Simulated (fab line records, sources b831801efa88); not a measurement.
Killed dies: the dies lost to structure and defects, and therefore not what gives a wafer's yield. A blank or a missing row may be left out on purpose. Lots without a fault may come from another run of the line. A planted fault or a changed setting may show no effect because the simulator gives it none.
Which tool is to blame? -- flow gf180mcu -- Sampling: 13 lots, 39 wafers, 3 of 602 route steps

== WHAT THE GAUGES SHOWED, per wafer ==
GF_M1_THK_MEAS_06: measures by xrf.
lot,measured,on,M1_ALCU_THK (nm)
L606,day 16 11:07,film_metro-02,460 459 459
L608,day 17 07:35,film_metro-02,447 446 450
L610,day 18 10:00,film_metro-02,447 450 449
L611,day 19 00:59,film_metro-03,450 449 450
L616,day 20 05:22,film_metro-02,443 446 449
L615,day 20 10:42,film_metro-01,449 449 448
L620,day 21 19:48,film_metro-03,450 452 451
L624,day 23 09:38,film_metro-02,447 444 445
L625,day 23 17:36,film_metro-01,453 455 458
L626,day 23 19:23,film_metro-03,439 443 435
L627,day 23 23:49,film_metro-02,448 442 448
L629,day 24 16:29,film_metro-02,443 448 446
L628,day 24 18:28,film_metro-03,449 451 453

GF_M1_OVL_MEAS_15.
lot,measured,on,M1_OVL (nm)
L606,day 17 10:14,overlay-02,-6 -4 0
L608,day 18 07:29,overlay-01,-2 -1 -9
L610,day 19 10:20,overlay-01,5 0 3
L611,day 20 01:26,overlay-02,-5 -9 4
L616,day 21 05:59,overlay-01,-9 -1 -10
L615,day 21 11:34,overlay-02,2 0 2
L620,day 22 19:08,overlay-02,2 0 4
L624,day 24 08:41,overlay-01,-6 3 -4
L625,day 24 16:08,overlay-01,3 0 -6
L626,day 24 18:17,overlay-02,0 12 -6
L627,day 24 22:23,overlay-01,-2 9 4
L629,day 25 14:30,overlay-01,-1 -10 -10
L628,day 25 16:38,overlay-02,-2 1 -3

== TOOL THAT RAN EACH LOT (tool first, then ch and the chambers of the sampled wafers, then the start) ==
lot,GF_CONTACT_CVD_24
L606,"cvd_w-02 ch 0,1, day 16 10:11"
L608,"cvd_w-01 ch 0,1, day 17 06:29"
L610,"cvd_w-02 ch 0,1, day 18 09:05"
L611,"cvd_w-01 ch 0,1, day 19 00:03"
L616,"cvd_w-01 ch 0,1, day 20 04:28"
L615,"cvd_w-01 ch 0, day 20 09:40"
L620,"cvd_w-02 ch 0,1, day 21 18:53"
L624,"cvd_w-02 ch 0,1, day 23 08:43"
L625,"cvd_w-01 ch 0,1, day 23 16:42"
L626,"cvd_w-01 ch 0, day 23 18:15"
L627,"cvd_w-02 ch 0,1, day 23 22:55"
L629,"cvd_w-02 ch 0,1, day 24 15:25"
L628,"cvd_w-02 ch 0,1, day 24 17:32"
- GF_CONTACT_CVD_24: deposits W, target thk 300 nm, time 90.339 s.

== AS READ BY THE TOOLS THEMSELVES (means over the sampled wafers that have a number; for cases with no such wafer, the mark the record gives instead) ==
GF_CONTACT_CVD_24.
lot,tool,heater_power_w (W)
L606,cvd_w-02,862
L608,cvd_w-01,827
L610,cvd_w-02,832
L611,cvd_w-01,748
L616,cvd_w-01,732
L615,cvd_w-01,911
L620,cvd_w-02,835
L624,cvd_w-02,819
L625,cvd_w-01,748
L626,cvd_w-01,923
L627,cvd_w-02,833
L629,cvd_w-02,843
L628,cvd_w-02,823

== THE ANSWER, worked out from the rows above alone ==
Rule: usual is defined by the lots themselves. The widest of any qualifying gaps counts: lots, ordered by their means at a reading, are off when they make up no more than a third of the lots, leave a main group of 4 or more, and stand apart from it by 3 or more times the standard deviation of that group's means. A main group is skipped when, at the precision printed for the reading in the tables above, its means are all equal. Also off: a lot with no number at a reading for which 4 or more lots have one. Any other lot the step has rows for is counted as sound. The gauges are gone through in route order, then the tools' own readings, and for those a lot's mean is taken as printed above. At the first step where some lot is off, the reading lying furthest off is the one used; lots without a number count as furthest.
Across all readings shown, no lot is off: no conclusion can be drawn from this.

== WHAT THE SIMULATOR HAD INSERTED ==
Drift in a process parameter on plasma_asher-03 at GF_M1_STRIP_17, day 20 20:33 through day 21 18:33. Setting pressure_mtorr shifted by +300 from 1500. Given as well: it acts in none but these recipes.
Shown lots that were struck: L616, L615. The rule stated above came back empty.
